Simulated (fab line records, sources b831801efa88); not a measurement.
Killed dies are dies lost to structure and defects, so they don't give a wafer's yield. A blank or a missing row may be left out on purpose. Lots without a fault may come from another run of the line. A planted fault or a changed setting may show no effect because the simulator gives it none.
A struck lot beside a sound one | flow sky130 | 30 steps out of a route of 708
Sound: wafers L823.1, L823.2, L823.5. Struck: wafers L818.1, L818.2, L818.3. The cause comes at the end.
At each step with rows: each side's tool, then ch and its chambers, then its first start. Under that, the readings that differ: sound wafers | struck wafers | difference of the means | sigmas: that difference in standard deviations of wafers without a fault.
alike: readings whose means differ by less than 2 such deviations, and words and numbers that are the same on both sides. not compared: withheld readings, readings that some wafer has no value for, bounds like >300 that may hide the same value, and numbers for which the record gives no deviation and whose values overlap.
The two part at a step that has a row with sigmas, a row that says differs or no value, or rows on one side only. Numbers that don't overlap but have no deviation are shown without sigmas and don't part them. A reading that every wafer of one side lacks parts them only if that side has two wafers or more.

SKY_PWDE_STRIP_09: strips in O2/N2.
  sound on plasma_asher-03 ch 0,1, day 6 12:26; struck on plasma_asher-04 ch 0,1, day 5 19:26
  alike: drypump_motor_current_A, oes_product_au, strip_time_to_endpoint_s
  not compared: rf_hours_counter_h
SKY_PWDE_TW_MEAS_10:
  sound on film_metro-02, day 6 12:32; struck on film_metro-01, day 5 19:32
  alike: PWDE_TW
then, 7 steps without rows for these wafers: SKY_NWELL_DEHYDRATE_03 (time 60 s); SKY_NWELL_HMDS_04 (prime time 60 s); SKY_NWELL_COAT_05 (resist thk 3000 nm); SKY_NWELL_SOFTBAKE_06; SKY_NWELL_EXPOSE_07 (exposes mask NWM, target cd 840 nm); SKY_NWELL_PEB_08; SKY_NWELL_DEVELOP_09 (develop time 60 s).
SKY_NWELL_OVL_MEAS_10:
  sound on overlay-02, day 7 07:52; struck on overlay-02, day 6 13:15
  alike: NWELL_00_OVL
then, 2 steps without rows for these wafers: SKY_NWELL_IMPLANT_11; SKY_NWELL_IMPLANT_12.
SKY_NWELL_IMPLANT_13:
  sound on implanter-02 ch 0, day 7 08:12; struck on implanter-04 ch 0, day 6 13:35
  reading            | sound                         | struck                        | difference | sigmas
  dose_ions_cm2      | 7.007e+11 6.997e+11 6.994e+11 | 4.952e+11 4.935e+11 4.949e+11 | -2.054e+11 | -99 or more
  faraday_current_uA | 4.03 3.86 4.03                | 2.63 2.81 2.82                | -1.22      | -15
SKY_NWELL_STRIP_14: strips in O2/N2.
  sound on plasma_asher-02 ch 0,1, day 7 08:21; struck on plasma_asher-04 ch 0,1, day 6 13:44
  alike: drypump_motor_current_A, oes_product_au, strip_time_to_endpoint_s
  not compared: rf_hours_counter_h
SKY_NWELL_TW_MEAS_15:
  sound on film_metro-01, day 7 08:27; struck on film_metro-02, day 6 13:50
  alike: NWELL_TW
then, 7 steps without rows for these wafers: SKY_NWELL_DEHYDRATE_16 (time 60 s); SKY_NWELL_HMDS_17 (prime time 60 s); SKY_NWELL_COAT_18 (resist thk 3000 nm); SKY_NWELL_SOFTBAKE_19; SKY_NWELL_EXPOSE_20 (exposes mask NWM COMPLEMENT, target cd 840 nm); SKY_NWELL_PEB_21; SKY_NWELL_DEVELOP_22 (develop time 60 s).
SKY_NWELL_OVL_MEAS_23:
  sound on overlay-02, day 8 03:54; struck on overlay-01, day 7 09:31
  alike: NWELL_01_OVL
then, 1 step without rows for these wafers: SKY_NWELL_IMPLANT_24.
SKY_NWELL_STRIP_25: strips in O2/N2.
  sound on plasma_asher-03 ch 0,1, day 8 04:05; struck on plasma_asher-04 ch 0,1, day 7 09:42
  alike: drypump_motor_current_A, oes_product_au, strip_time_to_endpoint_s
  not compared: rf_hours_counter_h
SKY_NWELL_TW_MEAS_26:
  sound on film_metro-02, day 8 04:11; struck on film_metro-04, day 7 09:48
  alike: NWELL_2_TW
then, 1 step without rows for these wafers: SKY_NWELL_CLEAN_27 (cleans in SC1/SC2, time 150 s).
SKY_NWELL_RTA_28: time 30 s.
  sound on rtp_anneal-01 ch 0, day 8 04:17; struck on rtp_anneal-02 ch 0, day 7 09:55
  alike: lamp_power_pct, wafer_temp_C_max
SKY_NWELL_RS_MEAS_29: measures by four-point-probe.
  sound on film_metro-01, day 8 04:23; struck on film_metro-02, day 7 10:01
  reading           | sound             | struck            | difference | sigmas
  NWELL_RS (ohm/sq) | 627.0 628.9 627.7 | 633.5 630.8 633.0 | +4.6       | +2
-- the record jumps here: 41 days lie between the struck wafers' starts before and after (it left off in module NWELL and takes up again in module PAD_OPEN, whose first step shown is number 708 of the route) --
SKY_PAD_OPEN_PROBE_99:
  sound on prober-01, day 48 19:28; struck on prober-01, day 48 00:20
  reading                                   | sound                   | struck                  | difference | sigmas
  model.etest.pfet_01v8_lvt.drive_ua_um     | 179.3 177.5 175.6       | 189.2 187.8 186.4       | +10.3      |
  model.etest.pfet_g5v0d10v5.off_log10_a_um | -12.59 -12.84 -12.71    | -11.4 -11.68 -11.42     | +1.2       |
  model.etest.pfet_01v8_lvt.off_log10_a_um  | -8.729 -8.731 -8.584    | -7.659 -7.624 -7.761    | +1.000     |
  model.etest.pfet_g5v0d10v5.vt_sat_v (V)   | -0.6378 -0.6659 -0.6489 | -0.5379 -0.5431 -0.5381 | +0.1112    |
  model.etest.pfet_16v.vt_v (V)             | -1.106 -1.111 -1.114    | -1.016 -1.014 -1.009    | +0.097     |
  model.etest.pfet_g5v0d10v5.vt_v (V)       | -0.8283 -0.8496 -0.8369 | -0.7525 -0.7484 -0.7493 | +0.0882    |
  alike: killed_at_M0_to_M3, killed_at_M4_up, killed_at_contacts, killed_at_front_end, killed_at_other, killed_dies, killed_open, killed_short
  not compared: model.etest.pfet_g5v0d10v5.r_on_ohm_um, model.etest.pfet_g5v0d10v5.drive_ua_um

WHERE THEY PART
First at SKY_NWELL_IMPLANT_13; last, within this record, at SKY_NWELL_RS_MEAS_29. Later steps at which nothing parts them and some readings are alike: SKY_PAD_OPEN_PROBE_99.

WHY: what the simulator had put in
Process parameter drift: implanter-04, from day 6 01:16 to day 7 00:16, at SKY_NWELL_IMPLANT_13. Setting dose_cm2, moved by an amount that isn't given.
